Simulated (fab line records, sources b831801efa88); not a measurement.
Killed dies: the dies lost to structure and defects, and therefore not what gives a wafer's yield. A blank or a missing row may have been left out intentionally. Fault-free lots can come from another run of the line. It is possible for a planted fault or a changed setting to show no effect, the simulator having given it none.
Which tool was responsible? -- flow gf180mcu -- 39 wafers from 13 lots sampled at 3 of the route's 602 steps

WHAT THE GAUGES SHOWED, per wafer
GF_MIM_RS_MEAS_10: a four-point-probe measurement. Usual: MIM_ALCU_RS 0.1604 ohm/sq, standard deviation 0.0018.
lot,measured,on,MIM_ALCU_RS (ohm/sq),flag
L961,day 25 01:44,film-metro-02,0.1592 0.1620 0.1606,
L962,day 25 17:53,film-metro-02,0.1618 0.1605 0.1590,
L963,day 25 18:22,film-metro-03,0.1616 0.1635 0.1616,
L964,day 26 10:35,film-metro-03,0.1645 0.1620 0.1632,
L968,day 27 11:19,film-metro-02,0.1617 0.1624 0.1598,
L969,day 27 13:11,film-metro-02,0.1597 0.1592 0.1613,
L970,day 27 18:23,film-metro-03,0.1623 0.1623 0.1626,
L973,day 28 15:46,film-metro-01,0.1609 0.1601 0.1608,
L975,day 29 06:27,film-metro-02,0.1577 0.1603 0.1613,
L976,day 29 14:34,film-metro-01,0.1597 0.1619 0.1600,
L978,day 30 00:19,film-metro-03,0.1581 0.1608 0.1575,
L980,day 30 07:19,film-metro-03,0.1608 0.1583 0.1589,
L979,day 30 08:01,film-metro-03,0.1613 0.1614 0.1610,

WHICH TOOL RAN EACH LOT (tool, then ch and the chambers of the sampled wafers, then the start)
lot,GF_MIM_SPUTTER_04,GF_MIM_CVD_05
L961,"pvd-sputter-04, day 25 01:29","pecvd-01 ch 0,1,2, day 25 01:32"
L962,"pvd-sputter-03, day 25 17:39","pecvd-02 ch 0,2, day 25 17:41"
L963,"pvd-sputter-04, day 25 18:08","pecvd-02 ch 0,1,2, day 25 18:10"
L964,"pvd-sputter-01, day 26 10:21","pecvd-02 ch 0,1,2, day 26 10:23"
L968,"pvd-sputter-04, day 27 11:03","pecvd-02 ch 0,2, day 27 11:05"
L969,"pvd-sputter-04, day 27 12:57","pecvd-04 ch 1,2, day 27 12:59"
L970,"pvd-sputter-03, day 27 18:09","pecvd-01 ch 0,2, day 27 18:11"
L973,"pvd-sputter-01, day 28 15:29","pecvd-02 ch 1,2, day 28 15:32"
L975,"pvd-sputter-04, day 29 06:13","pecvd-02 ch 0,1,2, day 29 06:16"
L976,"pvd-sputter-01, day 29 14:18","pecvd-01 ch 0,1,2, day 29 14:20"
L978,"pvd-sputter-04, day 30 00:04","pecvd-04 ch 0,1, day 30 00:07"
L980,"pvd-sputter-04, day 30 07:04","pecvd-04 ch 0,2, day 30 07:07"
L979,"pvd-sputter-01, day 30 07:43","pecvd-01 ch 0,2, day 30 07:46"
- GF_MIM_SPUTTER_04: material TiN, target thk 50 nm, time 41.7 s.
- GF_MIM_CVD_05: deposits Si3N4, target thk 42 nm, time 29.086 s.

AS READ BY THE TOOLS THEMSELVES (means over the sampled wafers that have a number; for cases with no such wafer, the mark the record gives instead)
GF_MIM_SPUTTER_04. Usual: throttle-valve-pct reads 30.1 % (standard deviation 1).
lot,tool,throttle-valve-pct (%),flag
L961,pvd-sputter-04,30.3,
L962,pvd-sputter-03,30.7,
L963,pvd-sputter-04,30.4,
L964,pvd-sputter-01,29.3,
L968,pvd-sputter-04,30.0,
L969,pvd-sputter-04,30.4,
L970,pvd-sputter-03,30.8,
L973,pvd-sputter-01,29.6,
L975,pvd-sputter-04,30.4,
L976,pvd-sputter-01,29.1,
L978,pvd-sputter-04,30.3,
L980,pvd-sputter-04,30.2,
L979,pvd-sputter-01,29.4,

GF_MIM_CVD_05. Usual: heater-power-w reads 687 W (standard deviation 120).
lot,tool,heater-power-w (W),flag
L961,pecvd-01,724,
L962,pecvd-02,604,
L963,pecvd-02,734,
L964,pecvd-02,748,
L968,pecvd-02,617,
L969,pecvd-04,703,
L970,pecvd-01,703,
L973,pecvd-02,746,
L975,pecvd-02,718,
L976,pecvd-01,688,
L978,pecvd-04,646,
L980,pecvd-04,638,
L979,pecvd-01,770,

THE ANSWER, worked out from the rows above alone
Rule: take the mean of a lot's wafers that have a number; if it is more than 3 standard deviations from the usual mean, the lot is off. Also off: a lot with no number at a reading for which 4 or more lots have one. All remaining lots with rows at the step are treated as sound. First the gauges in route order, then the tools' own readings, where a lot's mean is used as printed above. At the first step where some lot is off, the reading lying furthest off is the one used; lots without a number count as furthest.
Nothing can be told from this: no lot is off at any reading shown.

WHAT THE SIMULATOR PUT IN
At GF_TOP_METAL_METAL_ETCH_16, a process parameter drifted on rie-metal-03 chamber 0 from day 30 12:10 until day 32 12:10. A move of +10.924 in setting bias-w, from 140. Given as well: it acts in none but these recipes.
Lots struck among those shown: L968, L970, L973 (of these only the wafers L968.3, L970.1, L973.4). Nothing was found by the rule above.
